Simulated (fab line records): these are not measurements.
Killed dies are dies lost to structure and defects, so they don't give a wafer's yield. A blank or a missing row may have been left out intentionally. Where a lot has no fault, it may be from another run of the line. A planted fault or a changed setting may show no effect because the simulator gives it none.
Which tool did it? / flow sky130 / 6 lots, 18 wafers sampled, at 1 step of a route of 708

## WHAT EACH GAUGE READ, for each wafer
SKY_VT_ADJUST_NCORE_OVL_MEAS_08.
lot=L838; measured=day 9 13:26; on=overlay-02; VT_ADJUST_NCORE_OVL (nm)=-0.4 -2.5 -1.7
lot=L840; measured=day 9 13:59; on=overlay-01; VT_ADJUST_NCORE_OVL (nm)=-1.2 -2.0 -0.3
lot=L841; measured=day 9 19:02; on=overlay-01; VT_ADJUST_NCORE_OVL (nm)=1.7 -0.4 0.1
lot=L844; measured=day 10 17:41; on=overlay-01; VT_ADJUST_NCORE_OVL (nm)=-0.6 -0.2 0.4
lot=L856; measured=day 14 05:29; on=overlay-02; VT_ADJUST_NCORE_OVL (nm)=-0.5 -4.2 -0.6
lot=L860; measured=day 16 09:08; on=overlay-01; VT_ADJUST_NCORE_OVL (nm)=-0.5 -1.3 1.2

## TOOL THAT RAN EACH LOT (tool first, then ch and the chambers of the sampled wafers, then the start)
There is no process step in the record ahead of these readings.

## THE ANSWER, worked out from the rows above alone
Rule: the usual values come from the lots themselves. The widest of any qualifying gaps counts: lots, ordered by their means at a reading, are off when they make up no more than a third of the lots, leave a main group of 4 or more, and stand apart from it by 3 or more times the standard deviation of that group's means. The tables above print the reading to a certain number of digits; a main group whose means all agree to those digits is not used. Also off: a lot with no number at a reading for which 4 or more lots have one. The other lots that the step has rows for count as sound.
No lot is off on any of the readings shown, so nothing can be concluded from this.

## WHAT THE SIMULATOR HAD INSERTED
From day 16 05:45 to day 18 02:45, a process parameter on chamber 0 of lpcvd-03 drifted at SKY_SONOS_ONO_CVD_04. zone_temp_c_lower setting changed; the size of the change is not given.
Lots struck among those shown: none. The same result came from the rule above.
